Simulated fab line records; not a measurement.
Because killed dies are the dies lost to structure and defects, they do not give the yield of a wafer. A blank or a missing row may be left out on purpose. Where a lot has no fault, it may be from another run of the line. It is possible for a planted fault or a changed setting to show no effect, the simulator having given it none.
A lot that was struck, set against a sound lot ; flow sky130 ; 15 out of 708 route steps
Sound: the wafers L987.2, L987.5, L987.6. Struck: wafer L996.4 (L996.3, L996.5, from the same lot, were not struck and are left out); the cause is given at the end.
At each step with rows: each side's tool, then ch and its chambers, then its first start. Under that, the readings that differ: sound wafers ; struck wafers ; difference of the means ; sigmas: that difference in standard deviations of wafers without a fault.
alike: a reading whose means differ by less than 2 such deviations, as well as words and numbers matching on both sides. not compared: withheld readings; readings where some wafer has no value; bounds like >300 that might hide an equal value; numbers whose values overlap and for which the record gives no deviation.
Wherever a step has rows on one side only, a row that says differs or no value, or a row with sigmas, the two part there. Non-overlapping numbers with no deviation appear without sigmas and do not part them. Lack of a reading on every wafer of one side parts them only where that side has two or more wafers.

first, 1 step without rows for these wafers: SKY_VT_ADJUST_NCORE_DEVELOP_06 (develop time 60 s).
SKY_VT_ADJUST_NCORE_CD_MEAS_07: the cd target is 380 nm.
  sound on cd sem-02 at day 10 05:17; struck on cd sem-01 at day 12 13:29
  alike: cd nm
SKY_VT_ADJUST_NCORE_OVL_MEAS_08:
  sound on overlay-01 at day 10 05:23; struck on overlay-02 at day 12 13:35
  alike: VT_ADJUST_NCORE_OVL
next, for these wafers, 1 step has no rows: SKY_VT_ADJUST_NCORE_IMPLANT_09.
SKY_VT_ADJUST_NCORE_STRIP_10: strips in O2/N2.
  sound on plasma asher-01 ch 0,1, day 10 05:34; struck on plasma asher-04 ch 0, day 12 13:47
  alike: drypump motor current A, oes product au, strip time to endpoint s
  not compared: rf hours counter h
SKY_VT_ADJUST_NCORE_TW_MEAS_11:
  sound on film metro-02 at day 10 05:41; struck on film metro-04 at day 12 13:53
  alike: VT_ADJUST_NCORE_TW
then, 6 steps without rows for these wafers: SKY_VT_ADJUST_HVTR_DEHYDRATE_00 (time 60 s); SKY_VT_ADJUST_HVTR_HMDS_01 (prime time 60 s); SKY_VT_ADJUST_HVTR_COAT_02 (resist thk 1140 nm); SKY_VT_ADJUST_HVTR_SOFTBAKE_03 (time 60 s); SKY_VT_ADJUST_HVTR_EXPOSE_04 (exposes mask HVTRM, target cd 380 nm); SKY_VT_ADJUST_HVTR_PEB_05.
SKY_VT_ADJUST_HVTR_DEVELOP_06: develop time 60 s.
  sound on litho track-02 ch 0, day 11 04:41; struck on litho track-02 ch 0, day 13 15:12
SKY_VT_ADJUST_HVTR_CD_MEAS_07: the cd target is 380 nm.
  sound on cd sem-01 at day 11 04:49; struck on cd sem-02 at day 13 15:20
reading;sound;struck;difference;sigmas
cd nm (nm);376.6 380.6 382.3;393.7;+13.9;+6
SKY_VT_ADJUST_HVTR_OVL_MEAS_08:
  sound on overlay-01 at day 11 04:56; struck on overlay-01 at day 13 15:26
  alike: VT_ADJUST_HVTR_OVL

## WHERE THEY PART
Only at SKY_VT_ADJUST_HVTR_CD_MEAS_07, as far as this record shows. Later steps at which nothing parts them and some readings are alike: SKY_VT_ADJUST_HVTR_OVL_MEAS_08.

WHY: whatever the simulator had introduced
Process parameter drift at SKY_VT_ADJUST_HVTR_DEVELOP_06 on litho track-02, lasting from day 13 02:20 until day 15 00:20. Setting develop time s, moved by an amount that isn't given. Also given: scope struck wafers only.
